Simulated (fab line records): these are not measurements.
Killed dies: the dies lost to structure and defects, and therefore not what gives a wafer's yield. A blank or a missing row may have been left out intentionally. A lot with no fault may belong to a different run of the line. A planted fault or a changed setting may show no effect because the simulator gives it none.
Matching of chambers -- flow gf180mcu -- GF_V1_CMP_04 on cmp-02 has 4 sister chambers
The step polishes SiO2. 8 wafers are shown with their chamber, then 12 later ones without.

== WAFERS PAIRED WITH THEIR CHAMBERS ==
wafer,chamber,motor current A (A),time to endpoint s (s)
L083.6,2,10.6,72
L087.4,1,10.9,78
L088.1,0,11.3,66
L088.2,3,11.4,71
L088.5,1,10.6,82
L090.2,0,11.9,72
L090.5,2,10.7,76
L090.6,3,11.4,86

== WAFERS WHOSE CHAMBER IS MISSING ==
wafer,motor current A (A),time to endpoint s (s)
L091.1,10.9,64
L091.2,10.3,72
L091.6,10.4,78
L092.4,11.1,72
L092.5,10.8,72
L092.6,11.5,82
L095.2,11.7,65
L095.5,11.6,77
L095.6,11.1,73
L097.3,10.3,66
L097.4,10.2,77
L097.6,10.2,67

== EACH ONE'S CHAMBER ==
wafer,from the rows above,in truth
L091.1,can't be placed: 2 or 1 or 0 or 3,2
L091.2,can't be placed: 2 or 1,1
L091.6,can't be placed: 2 or 1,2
L092.4,can't be placed: 3 or 2 or 1 or 0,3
L092.5,can't be placed: 2 or 1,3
L092.6,can't be placed: 3 or 0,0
L095.2,can't be placed: 0 or 3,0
L095.5,can't be placed: 3 or 0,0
L095.6,can't be placed: 3 or 1 or 2 or 0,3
L097.3,can't be placed: 2 or 1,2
L097.4,can't be placed: 2 or 1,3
L097.6,can't be placed: 2 or 1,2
Correct placement for 0 of the 12. These rows do not allow placing 12 (true chamber among the candidates in 10). Number placed wrongly: 0.
How it was worked out, from the rows above alone: a wafer's distance from a chamber is the root of the sum, over the readings, of the square of ((its reading less the chamber's mean) divided by the reading's scatter). If the next closest chamber is less than 2 further off than the closest, the wafer can't be placed; otherwise it belongs to the closest. A chamber's mean is the mean of its shown wafers. The scatter: take each reading less its chamber's mean, square it, sum over the shown wafers, divide by the number of wafers less the number of chambers, and take the root.
